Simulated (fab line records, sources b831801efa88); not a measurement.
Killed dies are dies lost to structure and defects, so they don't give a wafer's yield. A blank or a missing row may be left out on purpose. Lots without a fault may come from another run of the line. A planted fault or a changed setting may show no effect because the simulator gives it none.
Chamber matching | flow gf180mcu | GF_PASSIVATION_CVD_00 on pecvd-04: 3 sister chambers
The step deposits SiO2 from TEOS, target thk 1000 nm, time 111.95 s. 14 wafers are shown with their chamber, then 7 later ones without.

WAFERS WITH THEIR CHAMBER
wafer  | chamber | heater_power_outer_w (W) | heater_power_w (W)
L151.1 | 1       | 320                      | 601
L151.4 | 2       | 413                      | 679
L151.5 | 1       | 270                      | 505
L152.2 | 0       | 452                      | 746
L152.5 | 1       | 264                      | 508
L152.6 | 2       | 481                      | 737
L153.2 | 0       | 401                      | 664
L153.3 | 2       | 378                      | 623
L153.5 | 0       | 451                      | 707
L155.1 | 0       | 449                      | 721
L155.2 | 1       | 368                      | 636
L155.4 | 2       | 458                      | 745
L156.2 | 2       | 383                      | 613
L156.4 | 1       | 265                      | 515

SIGNATURES (means of the wafers above)
reading              | chamber 0 | chamber 1 | chamber 2 | scatter within a chamber
heater_power_outer_w | 438.25    | 297.40    | 422.60    | 41.1
heater_power_w       | 709.50    | 553.00    | 679.40    | 55.4
Rule: a wafer's distance from a chamber is the root of the sum, over the readings, of the square of ((its reading less the chamber's mean) divided by the reading's scatter). The wafer belongs to the nearest chamber; if the next one is less than 2 further off, it can't be placed. The scatter: the root of (the sum of the squares of (reading less its chamber's mean) over the shown wafers, divided by (wafers less chambers)).

WAFERS WITHOUT THEIR CHAMBER
wafer  | heater_power_outer_w (W) | heater_power_w (W)
L156.6 | 434                      | 691
L172.2 | 429                      | 698
L172.4 | 356                      | 619
L172.6 | 459                      | 717
L174.1 | 418                      | 680
L174.3 | 409                      | 658
L174.5 | 451                      | 700

WHICH CHAMBER EACH WENT THROUGH
wafer  | from the rows above          | in truth
L156.6 | can't be placed: 2 or 0      | 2
L172.2 | can't be placed: 0 or 2      | 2
L172.4 | can't be placed: 1 or 2 or 0 | 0
L172.6 | can't be placed: 0 or 2      | 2
L174.1 | can't be placed: 2 or 0      | 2
L174.3 | can't be placed: 2 or 0      | 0
L174.5 | can't be placed: 0 or 2      | 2
Placed correctly: 0 of 7. Can't be placed from these rows: 7 (the true chamber is among the candidates in 7). Placed wrongly: 0.
